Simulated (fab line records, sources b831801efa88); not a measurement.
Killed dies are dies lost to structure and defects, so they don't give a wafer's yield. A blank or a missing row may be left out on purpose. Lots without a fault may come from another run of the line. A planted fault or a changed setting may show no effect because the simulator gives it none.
Which tool did it? | flow gf180mcu | 14 lots, 42 wafers sampled, at 4 steps of a route of 602

WHAT THE GAUGES READ, wafer by wafer
GF_HV_LDD_THK_MEAS_57. Usual: HV_LDD_CVD_56_THK 89.8 nm, standard deviation 0.8.
lot  | measured     | on            | HV_LDD_CVD_56_THK (nm) | flag
L880 | day 12 11:08 | film_metro-04 | 88.7 88.5 89.1         |
L882 | day 13 06:53 | film_metro-04 | 89.7 89.3 90.1         |
L883 | day 13 15:02 | film_metro-01 | 90.5 90.9 90.2         |
L884 | day 13 18:37 | film_metro-01 | 89.6 89.2 88.4         |
L885 | day 14 01:47 | film_metro-04 | 88.3 89.0 88.7         |
L886 | day 14 09:04 | film_metro-02 | 90.7 89.6 90.3         |
L894 | day 17 14:57 | film_metro-01 | 89.8 89.5 90.4         |
L895 | day 17 17:26 | film_metro-01 | 88.8 87.6 87.8         |
L896 | day 18 04:40 | film_metro-02 | 89.9 90.2 90.2         |
L897 | day 18 13:22 | film_metro-01 | 91.0 89.9 90.7         |
L898 | day 18 17:16 | film_metro-04 | 90.8 90.3 91.0         |
L901 | day 19 11:58 | film_metro-01 | 89.9 90.5 90.1         |
L902 | day 19 19:25 | film_metro-02 | 88.4 88.5 89.2         |
L903 | day 20 09:42 | film_metro-02 | 90.4 89.9 89.3         |

GF_SALICIDE_RS_MEAS_04: measures by four-point-probe. Usual: SALICIDE_TIN_RS 16.30 ohm/sq, standard deviation 0.28.
lot  | measured     | on            | SALICIDE_TIN_RS (ohm/sq) | flag
L880 | day 15 01:17 | film_metro-01 | 16.01 15.97 15.93        |
L882 | day 16 00:32 | film_metro-03 | 16.93 16.77 16.12        |
L883 | day 16 07:25 | film_metro-03 | 16.27 15.87 15.99        |
L884 | day 16 12:19 | film_metro-03 | 16.60 16.28 16.12        |
L885 | day 16 21:01 | film_metro-02 | 16.11 16.37 16.22        |
L886 | day 17 03:57 | film_metro-02 | 16.39 16.59 16.52        |
L894 | day 20 15:19 | film_metro-01 | 16.69 16.57 16.44        |
L895 | day 20 17:02 | film_metro-01 | 16.75 16.73 17.10        |
L896 | day 21 05:32 | film_metro-02 | 16.03 16.18 16.02        |
L897 | day 21 15:26 | film_metro-03 | 16.36 16.19 16.37        |
L898 | day 21 18:57 | film_metro-03 | 16.25 16.01 15.95        |
L901 | day 22 12:46 | film_metro-03 | 16.60 16.72 16.53        |
L902 | day 22 20:21 | film_metro-01 | 16.19 16.46 16.62        |
L903 | day 23 08:40 | film_metro-01 | 16.59 16.60 16.64        |

GF_CONTACT_THK_MEAS_01. Usual: CONTACT_CVD_00_THK 302.5 nm, standard deviation 2.9.
lot  | measured     | on            | CONTACT_CVD_00_THK (nm) | flag
L880 | day 15 01:47 | film_metro-01 | 306.8 300.1 298.0       |
L882 | day 16 01:07 | film_metro-01 | 301.2 302.3 298.3       |
L883 | day 16 07:55 | film_metro-02 | 303.0 301.3 304.2       |
L884 | day 16 12:50 | film_metro-02 | 296.0 303.4 300.5       |
L885 | day 16 21:33 | film_metro-01 | 301.9 305.2 300.3       |
L886 | day 17 04:28 | film_metro-04 | 309.9 298.9 302.4       |
L894 | day 20 15:52 | film_metro-04 | 301.0 300.8 304.4       |
L895 | day 20 17:32 | film_metro-04 | 302.5 301.8 304.7       |
L896 | day 21 06:03 | film_metro-02 | 302.9 300.8 302.1       |
L897 | day 21 15:56 | film_metro-02 | 301.8 307.9 301.3       |
L898 | day 21 19:28 | film_metro-02 | 303.8 307.0 301.2       |
L901 | day 22 13:16 | film_metro-02 | 299.4 303.0 304.9       |
L902 | day 22 20:52 | film_metro-04 | 299.0 303.6 303.1       |
L903 | day 23 09:10 | film_metro-02 | 303.0 302.5 303.7       |

WHICH TOOL RAN EACH LOT (tool, then ch and the chambers of the sampled wafers, then the start)
lot  | GF_VT_IMPLANT_IMPLANT_19
L880 | implanter-04 ch 0, day 6 05:43
L882 | implanter-02 ch 0, day 6 22:10
L883 | implanter-02 ch 0, day 7 02:22
L884 | implanter-04 ch 0, day 7 07:41
L885 | implanter-04 ch 0, day 7 14:05
L886 | implanter-02 ch 0, day 7 18:53
L894 | implanter-04 ch 0, day 10 00:56
L895 | implanter-04 ch 0, day 10 06:07
L896 | implanter-02 ch 0, day 10 13:43
L897 | implanter-03 ch 0, day 10 19:53
L898 | implanter-03 ch 0, day 11 00:14
L901 | implanter-02 ch 0, day 11 18:05
L902 | implanter-02 ch 0, day 12 02:07
L903 | implanter-02 ch 0, day 12 11:08
- GF_VT_IMPLANT_IMPLANT_19

WHAT THE TOOLS THEMSELVES READ (means of the sampled wafers that have a number; where no wafer has one, the mark that the record gives instead)
GF_VT_IMPLANT_IMPLANT_19. Usual: dose_ions_cm2 4.35e+12, standard deviation 4.1e+09; faraday_current_uA 24.5, standard deviation 0.46.
lot  | tool         | dose_ions_cm2 | faraday_current_uA | flag
L880 | implanter-04 | 4.35e+12      | 24.7               |
L882 | implanter-02 | 4.35e+12      | 24.5               |
L883 | implanter-02 | 4.35e+12      | 24.5               |
L884 | implanter-04 | 4.35e+12      | 24.2               |
L885 | implanter-04 | 4.35e+12      | 24.5               |
L886 | implanter-02 | 4.35e+12      | 24.5               |
L894 | implanter-04 | 4.59e+12      | 25.8               | OFF
L895 | implanter-04 | 4.60e+12      | 25.9               | OFF
L896 | implanter-02 | 4.35e+12      | 24.6               |
L897 | implanter-03 | 4.35e+12      | 24.6               |
L898 | implanter-03 | 4.34e+12      | 24.6               |
L901 | implanter-02 | 4.35e+12      | 24.8               |
L902 | implanter-02 | 4.35e+12      | 24.0               |
L903 | implanter-02 | 4.35e+12      | 25.0               |

THE ANSWER, worked out from the rows above alone
Rule: a lot is off if the mean of its wafers that have a number lies more than 3 standard deviations from the usual mean. A lot without any number at a reading at which 4 lots or more have one is off too. The other lots that the step has rows for count as sound. The gauges are gone through in route order, then the tools' own readings, and for those a lot's mean is taken as printed above. The first step at which some lot is off is used, and at that step the reading that is off furthest; a lot without a number counts as furthest.
Off: L894, L895, at GF_VT_IMPLANT_IMPLANT_19 (dose_ions_cm2).
A tool fits if, at that step or a process step before it, it ran every lot that is off, and no sound lot after the first of them. One fits: implanter-04 at GF_VT_IMPLANT_IMPLANT_19. Its last sound lot is L885 (day 7 14:05), its first lot that is off L894 (day 10 00:56): a fault that began between those two fits.
The tool's own readings at GF_VT_IMPLANT_IMPLANT_19 bear it out: on the lots that are off they differ by more than 5 times the standard deviation of the sound lots' means. dose_ions_cm2 reads 4.60e+12 there against 4.35e+12 on the sound lots; faraday_current_uA reads 25.9 there against 24.5 on the sound lots.

WHAT THE SIMULATOR HAD PUT IN
Process parameter drift: implanter-04, from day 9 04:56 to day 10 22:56, at GF_VT_IMPLANT_IMPLANT_19. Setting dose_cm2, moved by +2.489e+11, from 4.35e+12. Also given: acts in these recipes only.
Lots struck among those shown: L894, L895. The rule above found the same.
